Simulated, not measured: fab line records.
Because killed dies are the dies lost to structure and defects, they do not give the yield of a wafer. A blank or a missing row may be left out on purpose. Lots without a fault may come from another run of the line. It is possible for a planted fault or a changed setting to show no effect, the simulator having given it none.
A lot that was struck, set against a sound lot ; flow gf180mcu ; 14 steps out of a route of 602
Sound: wafers L501.1, L501.2, L501.3. The struck wafers were L490.2, L490.3, L490.4. The cause comes at the end.
Per side, at each step with rows, come the tool, then ch with its chambers, and then its first start. Under that, the readings that differ: sound wafers ; struck wafers ; difference of the means ; sigmas: that difference in standard deviations of wafers without a fault.
alike: same words and numbers on both sides, and readings whose means sit less than 2 such deviations apart. not compared: any withheld reading, any reading some wafer has no value for, any bound like >300 that may hide the same value, and any number with overlapping values for which the record gives no deviation.
Wherever a step has rows on one side only, a row that says differs or no value, or a row with sigmas, the two part there. Numbers that have no deviation but don't overlap get no sigmas and don't part them. Lack of a reading on every wafer of one side parts them only where that side has two or more wafers.

first, 1 step without rows for these wafers: GF_HV_LDD_DEVELOP_18 (develop time 60 s).
GF_HV_LDD_CD_MEAS_19: target cd 400 nm.
  sound: cdSem-02 at day 16 12:18; struck: cdSem-02 at day 12 18:18
reading;sound;struck;difference;sigmas
cdNm (nm);398.4 398.4 397.5;393.2 392.3 393.3;-5.2;-2
GF_HV_LDD_OVL_MEAS_20:
  sound: overlay-02 at day 16 12:25; struck: overlay-02 at day 12 18:24
  alike: HV_LDD_01_OVL
following that, these wafers have no rows for 1 step: GF_HV_LDD_IMPLANT_21.
GF_HV_LDD_STRIP_22: strips in O2/N2.
  sound on plasmaAsher-02 ch 0,1, day 16 12:37; struck on plasmaAsher-02 ch 0,1, day 12 18:44
reading;sound;struck;difference;sigmas
n2FlowSccm (sccm);300.9 301.6 302.2;299.8 299.7 299.1;-2.0;-2
  alike: drypumpMotorCurrentA, heaterPowerW, o2FlowSccm, oesProductAu, stripTimeToEndpointS
  not compared: rfHoursCounterH
GF_HV_LDD_TW_MEAS_23:
  sound: filmMetro-03 at day 16 12:43; struck: filmMetro-03 at day 12 18:50
  alike: HV_LDD_2_TW
then, 6 steps without rows for these wafers: GF_HV_LDD_DEHYDRATE_24 (time 60 s); GF_HV_LDD_HMDS_25 (prime time 60 s); GF_HV_LDD_COAT_26 (resist thk 1000 nm); GF_HV_LDD_SOFTBAKE_27 (time 60 s); GF_HV_LDD_EXPOSE_28 (exposes mask Nplus HV AREA, target cd 400 nm); GF_HV_LDD_PEB_29.
GF_HV_LDD_DEVELOP_30: develop time 60 s.
  struck on lithoTrack-04, day 13 14:00; sound on lithoTrack-01 ch 0, day 17 11:17
  no value came back on the struck wafers for chillPlateTempC (C), developTimeS (s); on the sound wafers chillPlateTempC (C) reads 22.96 22.99 23.16
reading;sound;struck;difference;sigmas
model.HV_LDD.cdNm (nm);406.3 404.5 403.1;392.9 392.5 393.2;-11.8;
GF_HV_LDD_CD_MEAS_31: target cd 400 nm.
  sound: cdSem-02 at day 17 11:26; struck: cdSem-01 at day 13 14:08
reading;sound;struck;difference;sigmas
cdNm (nm);405.9 404.6 403.2;- - -;no value on the struck wafers;

== WHERE THEY PART ==
At GF_HV_LDD_CD_MEAS_19 first; at GF_HV_LDD_CD_MEAS_31 last (within this record only).

WHY: whatever the simulator had introduced
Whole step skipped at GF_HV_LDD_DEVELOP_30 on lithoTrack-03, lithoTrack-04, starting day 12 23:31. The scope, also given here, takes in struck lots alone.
